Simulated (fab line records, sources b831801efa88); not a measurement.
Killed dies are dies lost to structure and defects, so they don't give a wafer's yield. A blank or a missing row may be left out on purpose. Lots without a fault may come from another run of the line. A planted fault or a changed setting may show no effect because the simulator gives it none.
fab line records | flow sky130
record lots=6 wafers=18 last_day=50
route steps=708 shown RES_XHIGH@339 SD_N@342 SD_P@359 PAD_OPEN@708
lots that met no fault: from a run of the same line without faults
start_h: hours from the record's first day to the start of the lot's first wafer shown | wait_h: hours since the lot's step before | " the same as in the row above | L1.1+2: a row that stands for several wafers | - no value, or no start given | * or withheld: withheld | < > ~ a bound
route shown NAME@n: a module of which the file shows steps, and the number in the route of the first | usual: mean/standard deviation of fault-free wafers | same: alike in all rows | chamber/n: place in a boat | sites: the reading at each site | _std_site: their standard deviation | _edge_site: outer sites' mean less inner sites' | radius_mm: how far each site lies from the wafer's centre | mask NAME#n: copy n | behind: the tool/chamber that last shaped the wafer | hold: why the lot was held/for how many hours/how that ended | device: the transistor (n, p or np) that didn't switch | end of line: the same wafers' tests at the end of the route | a step without rows: its recipe alone | killed: dies lost to structure and defects at the first sort, not the wafer's yield | map: a wafer's dies, x killed, . not, _ none there
set.NAME: the setting as run; set.NAME@STEP: as run at that earlier step | model.NAME: the simulator's own value behind a step, which no gauge read
lots at some steps of the route; a table a step, a row a wafer
services: from which hour (start_h, from the record's first day; less than 0 if before it) a tool's chamber was out of use, for how many hours, and why
## steps
# step SKY_RES_XHIGH_IMPLANT_07
# recipe species=BF2 energy_kev=20 dose_cm2=3.6e+14 tilt_deg=0
# step SKY_RES_XHIGH_STRIP_08
# recipe chemistry=O2/N2 power_w=1400 pressure_mtorr=1500 platen_temp_c=withheld o2_flow_sccm=3000 n2_flow_sccm=300 overash_fraction=0.5
# usual drypump_motor_current_A=6.0/0.63 oes_product_au=0.710/0.0048 strip_time_to_endpoint_s=14.54/0.046
# columns lot.wafer tool chamber start_h wait_h drypump_motor_current_A oes_product_au rf_hours_counter_h strip_time_to_endpoint_s
L361.1 plasma_asher-01 1 630.82 0.1 5.0 0.706 83 14.55
L361.2 " 0 " " 5.4 0.711 83 14.58
L361.3 " 0 " " 5.4 0.713 - 14.54
L363.1 plasma_asher-01 1 648.53 0.1 5.0 0.710 85 14.53
L363.2 " 0 " " 5.4 0.713 85 14.50
L363.4 " 1 " " 5.0 0.706 - 14.51
L376.2 plasma_asher-02 0 750.23 0.1 5.5 0.711 1 14.50
L376.3 " 0 " " 5.5 0.706 - 14.53
L376.5 " 1 " " 6.7 0.711 - 14.49
L377.4 plasma_asher-04 1 758.54 0.1 6.1 0.722 - 14.54
L377.5 " 1 " " 6.1 0.716 - 14.55
L377.6 " 0 " " 6.7 0.714 - 14.53
L382.1 plasma_asher-01 1 791.78 0.1 5.0 0.703 100 14.55
L382.4 " 1 " " 5.0 0.705 - 14.55
L382.6 " 1 " " 5.0 0.711 - 14.55
L383.2 plasma_asher-04 0 801.12 0.1 6.7 0.706 66 14.48
L383.3 " 0 " " 6.7 0.705 - 14.54
L383.4 " 1 " " 6.1 0.714 - 14.53
# step SKY_RES_XHIGH_TW_MEAS_09
# usual RES_XHIGH_TW=1625/11
# columns lot.wafer tool chamber start_h wait_h RES_XHIGH_TW
L361.1 film_metro-02 - 630.92 0.1 1636
L361.2 " - " " 1625
L361.3 " - " " 1638
L363.1 film_metro-02 - 648.63 0.1 1631
L363.2 " - " " 1627
L363.4 " - " " 1627
L376.2 film_metro-01 - 750.34 0.1 1641
L376.3 " - " " 1639
L376.5 " - " " 1636
L377.4 film_metro-03 - 758.63 0.1 1621
L377.5 " - " " 1611
L377.6 " - " " 1608
L382.1 film_metro-01 - 791.88 0.1 1616
L382.4 " - " " 1621
L382.6 " - " " 1631
L383.2 film_metro-01 - 801.23 0.1 1625
L383.3 " - " " 1622
L383.4 " - " " 1625
# step SKY_SD_N_DEHYDRATE_00
# recipe temp_c=200 time_s=60
# step SKY_SD_N_HMDS_01
# recipe prime_time_s=60 prime_temp_c=120
# step SKY_SD_N_COAT_02
# recipe resist=NOVOLAK spin_rpm=3000 resist_thk_nm=1140
# step SKY_SD_N_SOFTBAKE_03
# recipe temp_c=90 time_s=60 resist=NOVOLAK
# step SKY_SD_N_EXPOSE_04
# recipe mask_id=NSDM na=0.6 source_shape=conventional sigma_outer=0.6 polarization=unpolarized target_cd_nm=380 dose_mj=141
# step SKY_SD_N_PEB_05
# recipe temp_c=withheld time_s=* resist=NOVOLAK
# step SKY_SD_N_DEVELOP_06
# recipe resist=NOVOLAK developer=TMAH develop_time_s=60 dev_temp_c=23
# step SKY_SD_N_CD_MEAS_07
# recipe target_cd_nm=380
# usual cd_nm=380.7/1.8
# columns lot.wafer tool chamber start_h wait_h cd_nm
L361.1 cd_sem-01 - 658.51 0.1 380.2
L361.2 " - " " 379.2
L361.3 " - " " 381.4
L363.1 cd_sem-02 - 676.87 0.1 381.4
L363.2 " - " " 382.7
L363.4 " - " " 380.7
L376.2 cd_sem-01 - 776.47 0.1 381.3
L376.3 " - " " 379.0
L376.5 " - " " 381.4
L377.4 cd_sem-01 - 784.81 0.1 377.9
L377.5 " - " " 378.1
L377.6 " - " " 380.3
L382.1 cd_sem-01 - 818.57 0.1 379.2
L382.4 " - " " 380.5
L382.6 " - " " 380.5
L383.2 cd_sem-02 - 827.78 0.1 380.8
L383.3 " - " " 381.9
L383.4 " - " " 383.7
# step SKY_SD_N_OVL_MEAS_08
# usual SD_N_OVL=1.1/1.4
# columns lot.wafer tool chamber start_h wait_h SD_N_OVL[nm]
L361.1 overlay-01 - 658.63 0.1 0.2
L361.2 " - " " -0.2
L361.3 " - " " 0.0
L363.1 overlay-02 - 676.99 0.1 0.7
L363.2 " - " " -2.5
L363.4 " - " " 0.9
L376.2 overlay-01 - 776.58 0.1 3.3
L376.3 " - " " 3.7
L376.5 " - " " 4.2
L377.4 overlay-01 - 784.89 0.1 1.8
L377.5 " - " " 1.2
L377.6 " - " " 2.2
L382.1 overlay-01 - 818.69 0.1 3.0
L382.4 " - " " 2.0
L382.6 " - " " 1.1
L383.2 overlay-01 - 827.89 0.1 0.1
L383.3 " - " " 2.1
L383.4 " - " " 1.4
# step SKY_SD_N_IMPLANT_09
# recipe species=As energy_kev=50 dose_cm2=4e+15 tilt_deg=0
# usual dose_ions_cm2=4e+15/4.5e+12 end_station_pressure_torr=1.29e-05/1.2e-06
# columns lot.wafer tool chamber start_h wait_h dose_ions_cm2 end_station_pressure_torr
L361.1 implanter-04 0 658.67 0.0 3.989e+15 1.06e-05
L361.2 " 0 " " 3.995e+15 1.13e-05
L361.3 " 0 " " 3.988e+15 1.15e-05
L363.1 implanter-03 0 677.02 0.0 3.996e+15 1.38e-05
L363.2 " 0 " " 3.997e+15 1.38e-05
L363.4 " 0 " " 3.995e+15 1.36e-05
L376.2 implanter-03 0 776.64 0.0 3.702e+15 1.48e-05
L376.3 " 0 " " 3.7e+15 1.44e-05
L376.5 " 0 " " 3.703e+15 1.45e-05
L377.4 implanter-03 0 784.99 0.1 3.697e+15 1.47e-05
L377.5 " 0 " " 3.708e+15 1.55e-05
L377.6 " 0 " " 3.708e+15 1.43e-05
L382.1 implanter-01 0 818.72 0.0 4.001e+15 1.3e-05
L382.4 " 0 " " 3.998e+15 1.26e-05
L382.6 " 0 " " 4.001e+15 1.35e-05
L383.2 implanter-04 0 827.95 0.0 4e+15 1.13e-05
L383.3 " 0 " " 3.996e+15 1.17e-05
L383.4 " 0 " " 3.992e+15 1.21e-05
# step SKY_SD_N_IMPLANT_10
# recipe species=P energy_kev=20 dose_cm2=1e+14 tilt_deg=0
# step SKY_SD_N_STRIP_11
# recipe chemistry=O2/N2 power_w=1400 pressure_mtorr=1500 platen_temp_c=withheld o2_flow_sccm=3000 n2_flow_sccm=300 overash_fraction=0.5
# usual drypump_motor_current_A=5.8/0.63 oes_product_au=0.528/0.0048 strip_time_to_endpoint_s=22.58/0.04
# columns lot.wafer tool chamber start_h wait_h drypump_motor_current_A oes_product_au rf_hours_counter_h strip_time_to_endpoint_s
L361.1 plasma_asher-01 0 658.97 0.1 5.4 0.521 86 22.62
L361.2 " 1 " " 5.0 0.519 86 22.63
L361.3 " 0 " " 5.4 0.523 - 22.60
L363.1 plasma_asher-04 1 677.32 0.1 6.1 0.537 53 22.51
L363.2 " 0 " " 6.7 0.534 53 22.52
L363.4 " 1 " " 6.0 0.537 - 22.53
L376.2 plasma_asher-04 0 776.91 0.1 6.7 0.528 64 22.30
L376.3 " 0 " " 6.7 0.534 - 22.33
L376.5 " 1 " " 6.1 0.530 - 22.28
L377.4 plasma_asher-04 1 785.24 0.1 6.1 0.534 - 22.27
L377.5 " 1 " " 6.1 0.532 - 22.28
L377.6 " 0 " " 6.7 0.526 - 22.33
L382.1 plasma_asher-04 0 819.02 0.1 6.7 0.527 68 22.51
L382.4 " 0 " " 6.7 0.530 - 22.57
L382.6 " 0 " " 6.6 0.526 - 22.61
L383.2 plasma_asher-01 1 828.22 0.1 5.0 0.529 104 22.50
L383.3 " 0 " " 5.4 0.534 - 22.52
L383.4 " 1 " " 5.0 0.531 - 22.49
# step SKY_SD_N_TW_MEAS_12
# usual SD_N_TW=3944/32
# columns lot.wafer tool chamber start_h wait_h SD_N_TW
L361.1 film_metro-02 - 659.07 0.1 3970
L361.2 " - " " 3987
L361.3 " - " " 3953
L363.1 film_metro-01 - 677.42 0.1 3979
L363.2 " - " " 3962
L363.4 " - " " 3981
L376.2 film_metro-01 - 777.02 0.1 3933
L376.3 " - " " 3954
L376.5 " - " " 3933
L377.4 film_metro-02 - 785.34 0.1 3925
L377.5 " - " " 3916
L377.6 " - " " 3939
L382.1 film_metro-03 - 819.12 0.1 3893
L382.4 " - " " 3886
L382.6 " - " " 3916
L383.2 film_metro-03 - 828.33 0.1 3935
L383.3 " - " " 3920
L383.4 " - " " 3940
# step SKY_SD_N_CLEAN_13
# recipe chemistry=SC1/SC2 mix=1:4:20 temp_c=70 time_s=150 dry=n2_spin
# step SKY_SD_N_RTA_14
# recipe temp_c=1075 time_s=2 idle_temp_c=650 ramp_up_c_per_s=150 ramp_down_c_per_s=90 ambient=N2
# usual lamp_power_pct=15.74/0.052 wafer_temp_C_max=1078.2/1.2
# columns lot.wafer tool chamber start_h wait_h lamp_power_pct wafer_temp_C_max
L361.1 rtp_anneal-01 0 659.18 0.0 15.77 1080.0
L361.2 " 0 " " 15.64 1077.0
L361.3 " 0 " " 15.72 1077.9
L363.1 rtp_anneal-01 0 677.53 0.0 15.83 1077.9
L363.2 " 0 " " 15.66 1078.0
L363.4 " 0 " " 15.73 1079.5
L376.2 rtp_anneal-02 0 777.13 0.0 15.77 1080.0
L376.3 " 0 " " 15.82 1077.6
L376.5 " 0 " " 15.72 1078.7
L377.4 rtp_anneal-02 0 785.45 0.0 15.79 1078.5
L377.5 " 0 " " 15.68 1078.1
L377.6 " 0 " " 15.76 1081.2
L382.1 rtp_anneal-02 0 819.23 0.0 15.77 1078.3
L382.4 " 0 " " 15.70 1077.7
L382.6 " 0 " " 15.80 1080.9
L383.2 rtp_anneal-01 0 828.44 0.0 15.76 1076.5
L383.3 " 0 " " 15.79 1077.5
L383.4 " 0 " " 15.75 1077.5
# step SKY_SD_N_RS_MEAS_16
# recipe thk_meas_gauge=four-point-probe
# usual SD_N_RS=68.59/0.12
# columns lot.wafer tool chamber start_h wait_h hold SD_N_RS[ohm/sq]
L361.1 film_metro-02 - 659.35 0.1 - 68.64
L361.2 " - " " - 68.61
L361.3 " - " " - 68.60
L363.1 film_metro-01 - 677.70 0.1 - 68.60
L363.2 " - " " - 68.63
L363.4 " - " " - 68.70
L376.2 film_metro-03 - 777.31 0.1 await_dispo/0.2h/release 69.30
L376.3 " - " " await_dispo/0.2h/release 69.26
L376.5 " - " " await_dispo/0.2h/release 69.27
L376.2 film_metro-03 - 777.67 0.3 - 69.25
L376.3 " - " " - 69.10
L376.5 " - " " - 69.18
L377.4 film_metro-01 - 785.65 0.1 await_dispo/0.2h/release 69.01
L377.5 " - " " await_dispo/0.2h/release 68.91
L377.6 " - " " await_dispo/0.2h/release 69.00
L377.4 film_metro-01 - 786.01 0.3 - 69.18
L377.5 " - " " - 68.93
L377.6 " - " " - 69.07
L382.1 film_metro-01 - 819.41 0.1 - 68.49
L382.4 " - " " - 68.66
L382.6 " - " " - 68.42
L383.2 film_metro-02 - 828.62 0.1 - 68.76
L383.3 " - " " - 68.59
L383.4 " - " " - 68.66
# step SKY_SD_N_RS_MEAS_17
# recipe thk_meas_gauge=four-point-probe
# usual SD_P_RS=147.1/0.33
# columns lot.wafer tool chamber start_h wait_h hold SD_P_RS[ohm/sq]
L361.1 film_metro-02 - 659.47 0.1 - 147.6
L361.2 " - " " - 147.6
L361.3 " - " " - 147.6
L363.1 film_metro-01 - 677.82 0.1 - 147.3
L363.2 " - " " - 147.0
L363.4 " - " " - 147.4
L376.2 film_metro-03 - 778.89 1.2 await_dispo/1.1h/release 147.0
L376.3 " - " " await_dispo/1.1h/release 146.6
L376.5 " - " " await_dispo/1.1h/release 147.4
L377.4 film_metro-01 - 790.10 4.1 await_dispo/4.0h/release 146.9
L377.5 " - " " await_dispo/4.0h/release 146.5
L377.6 " - " " await_dispo/4.0h/release 147.2
L382.1 film_metro-01 - 819.53 0.1 - 146.4
L382.4 " - " " - 146.7
L382.6 " - " " - 147.0
L383.2 film_metro-02 - 828.74 0.1 - 147.8
L383.3 " - " " - 147.5
L383.4 " - " " - 147.4
# step SKY_PAD_OPEN_PROBE_99
# usual killed_at_M0_to_M3=44/7.9 killed_at_M4_up=3.1/2 killed_at_contacts=23/4.9 killed_at_front_end=15/3.9 killed_at_other=0.2/0.49 killed_dies=86/10 killed_open=47/7.1 killed_short=39/7.1
# same gross_dies=492 killed_at_back_side=0
# columns lot.wafer tool chamber start_h wait_h killed_at_M0_to_M3 killed_at_M4_up killed_at_contacts killed_at_front_end killed_at_other killed_dies killed_open killed_short model.etest.res_ndiff_hv.rs_ohm_sq model.etest.res_ndiff.rs_ohm_sq
L361.1 prober-01 - 1082.48 0.1 46 2 28 18 2 96 53 41 113.3 119.3
L361.2 prober-01 - 1082.53 0.1 54 7 18 20 0 99 51 48 114.3 120
L361.3 prober-01 - 1082.58 0.2 50 3 24 19 0 96 57 38 114.5 119.8
L363.1 prober-01 - 1098.84 0.1 40 3 30 16 1 90 48 42 115 120.4
L363.2 prober-01 - 1098.89 0.1 40 1 28 6 0 75 45 30 115.5 121.4
L363.4 prober-01 - 1098.99 0.2 43 2 22 16 0 83 43 40 114 120.9
L376.2 prober-02 - 1168.57 0.1 38 0 28 18 0 84 54 30 116.5 122.5
L376.3 prober-02 - 1168.62 0.2 39 4 17 15 0 75 40 35 116.4 121.7
L376.5 prober-02 - 1168.72 0.2 53 6 25 16 0 100 54 46 116.3 122.4
L377.4 prober-02 - 1173.98 0.2 47 5 31 22 0 105 55 50 115.4 120.5
L377.5 prober-02 - 1174.03 0.2 37 2 18 15 0 72 36 36 115 122.3
L377.6 prober-02 - 1174.08 0.2 32 1 19 16 0 68 43 25 114.8 120.6
L382.1 prober-02 - 1195.55 0.1 47 6 18 19 0 90 52 38 114.9 122.5
L382.4 prober-02 - 1195.70 0.2 36 2 27 14 1 80 44 36 115.6 121.6
L382.6 prober-02 - 1195.80 0.2 47 5 20 16 0 88 51 37 115.6 121.1
L383.2 prober-01 - 1199.57 0.1 40 0 22 13 0 75 46 28 112.2 118.5
L383.3 prober-01 - 1199.62 0.2 38 3 18 11 0 70 43 27 113 118.4
L383.4 prober-01 - 1199.67 0.2 40 1 17 14 0 72 39 33 111.7 118.7
# killed by level:class
L361.1 VIA1:geometric_particle:open=10 VIA2:geometric_particle:open=10 LI_CONTACT:geometric_particle:open=8 CONTACT:geometric_particle:open=8 VIA3:geometric_particle:open=7 CONTACT:geometric_particle:short=6 METAL1:geometric_particle:short=6 FIELD_ISO:geometric_particle:short=5
L361.2 VIA1:geometric_particle:open=15 VIA3:geometric_particle:open=10 FIELD_ISO:geometric_particle:open=9 METAL1:geometric_particle:short=8 CONTACT:geometric_particle:open=7 VIA1:geometric_particle:short=6 LOCAL_INTERCONNECT:geometric_particle:short=5 METAL4:geometric_particle:short=5
L361.3 VIA1:geometric_particle:open=11 VIA3:geometric_particle:open=9 CONTACT:geometric_particle:open=7 VIA2:geometric_particle:open=7 CONTACT:geometric_particle:short=6 VIA1:geometric_particle:short=6 FIELD_ISO:geometric_particle:short=5 POLY_GATE:geometric_particle:open=5
L363.1 LI_CONTACT:geometric_particle:open=12 VIA1:geometric_particle:open=10 LOCAL_INTERCONNECT:geometric_particle:short=7 CONTACT:geometric_particle:short=6 VIA2:geometric_particle:open=6 POLY_GATE:geometric_particle:short=5 METAL1:geometric_particle:short=5 VIA1:geometric_particle:short=5
L363.2 VIA3:geometric_particle:open=10 LOCAL_INTERCONNECT:geometric_particle:short=8 CONTACT:geometric_particle:open=7 CONTACT:geometric_particle:short=7 VIA1:geometric_particle:open=6 VIA2:geometric_particle:open=6 LI_CONTACT:geometric_particle:open=4 METAL1:geometric_particle:open=4
L363.4 CONTACT:geometric_particle:open=11 VIA1:geometric_particle:open=7 VIA3:geometric_particle:open=6 METAL1:geometric_particle:short=6 VIA2:geometric_particle:open=6 POLY_GATE:geometric_particle:short=4 METAL2:geometric_particle:short=4 METAL3:geometric_particle:short=4
L376.2 LI_CONTACT:geometric_particle:open=14 VIA1:geometric_particle:open=11 CONTACT:geometric_particle:open=9 METAL1:geometric_particle:short=7 FIELD_ISO:geometric_particle:short=5 POLY_GATE:geometric_particle:short=5 VIA1:geometric_particle:short=5 VIA2:geometric_particle:open=5
L376.3 VIA3:geometric_particle:open=11 VIA1:geometric_particle:open=6 CONTACT:geometric_particle:open=5 CONTACT:geometric_particle:short=5 FIELD_ISO:geometric_particle:short=4 VIA1:geometric_particle:short=4 FIELD_ISO:geometric_particle:open=3 POLY_GATE:geometric_particle:short=3
L376.5 VIA1:geometric_particle:open=13 LI_CONTACT:geometric_particle:open=9 VIA3:geometric_particle:open=8 CONTACT:geometric_particle:open=6 METAL4:geometric_particle:short=6 VIA2:geometric_particle:short=6 LI_CONTACT:geometric_particle:short=5 METAL1:geometric_particle:short=5
L377.4 CONTACT:geometric_particle:open=12 VIA1:geometric_particle:open=10 LI_CONTACT:geometric_particle:open=9 VIA3:geometric_particle:open=8 POLY_GATE:geometric_particle:short=7 METAL2:geometric_particle:short=6 VIA1:geometric_particle:short=5 METAL1:geometric_particle:short=5
L377.5 CONTACT:geometric_particle:open=8 VIA1:geometric_particle:short=7 FIELD_ISO:geometric_particle:short=5 VIA1:geometric_particle:open=5 LI_CONTACT:geometric_particle:open=4 METAL1:geometric_particle:short=4 VIA2:geometric_particle:open=4 POLY_GATE:geometric_particle:open=3
L377.6 VIA1:geometric_particle:open=9 LI_CONTACT:geometric_particle:open=8 VIA2:geometric_particle:open=7 CONTACT:geometric_particle:open=5 CONTACT:geometric_particle:short=4 VIA1:geometric_particle:short=4 FIELD_ISO:geometric_particle:short=3 POLY_GATE:geometric_particle:short=3
L382.1 VIA3:geometric_particle:open=10 VIA1:geometric_particle:open=9 VIA2:geometric_particle:open=7 VIA1:geometric_particle:short=6 METAL3:geometric_particle:open=6 FIELD_ISO:geometric_particle:open=5 LOCAL_INTERCONNECT:geometric_particle:short=5 CONTACT:geometric_particle:short=5
L382.4 CONTACT:geometric_particle:open=12 VIA1:geometric_particle:open=7 METAL1:geometric_particle:short=6 FIELD_ISO:geometric_particle:open=5 CONTACT:geometric_particle:short=5 METAL3:geometric_particle:short=5 METAL2:geometric_particle:short=5 VIA2:geometric_particle:open=5
L382.6 FIELD_ISO:geometric_particle:open=10 VIA1:geometric_particle:open=9 VIA2:geometric_particle:open=8 LI_CONTACT:geometric_particle:open=7 VIA3:geometric_particle:open=7 METAL2:geometric_particle:short=6 METAL3:geometric_particle:short=6 CONTACT:geometric_particle:open=5
L383.2 VIA1:geometric_particle:open=14 CONTACT:geometric_particle:open=7 LOCAL_INTERCONNECT:geometric_particle:short=6 LI_CONTACT:geometric_particle:open=5 VIA3:geometric_particle:open=5 FIELD_ISO:geometric_particle:open=4 VIA2:geometric_particle:open=4 POLY_GATE:geometric_particle:short=3
L383.3 VIA1:geometric_particle:open=9 CONTACT:geometric_particle:open=7 METAL1:geometric_particle:short=6 METAL1:geometric_particle:open=6 VIA1:geometric_particle:short=5 LI_CONTACT:geometric_particle:open=4 VIA2:geometric_particle:open=4 FIELD_ISO:geometric_particle:open=3
L383.4 VIA1:geometric_particle:open=10 LI_CONTACT:geometric_particle:open=7 METAL1:geometric_particle:short=5 VIA3:geometric_particle:open=5 VIA2:geometric_particle:open=5 FIELD_ISO:geometric_particle:open=4 POLY_GATE:geometric_particle:short=4 VIA2:geometric_particle:short=4
## services
# columns tool chamber start_h hours kind
plasma_asher-01 - 617.43 1.3 repair
implanter-04 - 623.32 5.3 pm
implanter-01 - 638.06 7.6 repair
implanter-01 - 660.36 6.4 pm
implanter-03 - 696.08 3.7 repair
implanter-03 - 699.76 2.9 pm
rtp_anneal-01 - 709.40 5.5 pm
plasma_asher-02 - 733.75 9.0 pm
plasma_asher-02 0 733.75 9.0 vent_cycle
plasma_asher-02 1 733.75 9.0 vent_cycle
plasma_asher-02 0 742.75 - clean
plasma_asher-02 1 742.75 - clean
implanter-01 - 759.83 2.2 repair
implanter-01 - 774.24 0.7 repair
rtp_anneal-01 - 778.33 1.5 pm
plasma_asher-02 - 811.35 2.1 repair
implanter-01 - 812.40 1.4 repair
plasma_asher-01 - 820.31 2.0 repair
implanter-04 - 824.22 1.2 repair
## key
first_sign step=SKY_SD_N_IMPLANT_09 reading=dose_ions_cm2 direction=down sigmas=66 usual=* struck=*
effect step=SKY_SD_N_STRIP_11 reading=strip_time_to_endpoint_s direction=down sigmas=7.1 usual=* struck=*
effect step=SKY_SD_N_RS_MEAS_16 reading=visit direction=added
model_effect step=SKY_PAD_OPEN_PROBE_99 value=etest.res_ndiff_hv.rs_ohm_sq without=113.6 struck=115.7
met_at SKY_SD_N_IMPLANT_09
struck_wafers L376.2,L376.3,L376.5,L377.4,L377.5,L377.6
tester_left_out L376,L377
onset_between 677.02 776.64
fault kind=process_parameter_drift tool=implanter-03 chamber=- onset_h=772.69 steps=SKY_SD_N_IMPLANT_09 channel=dose_cm2 offset=* shape=step end_h=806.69 acts_in=* stated=*
# tester_left_out: of these lots the tester's yield and bins aren't shown, on N5 and GAA mostly nor the transistor test; their killed dies are dies lost to structure and defects alone, not to doping, threshold or leakage, so they don't give the yield
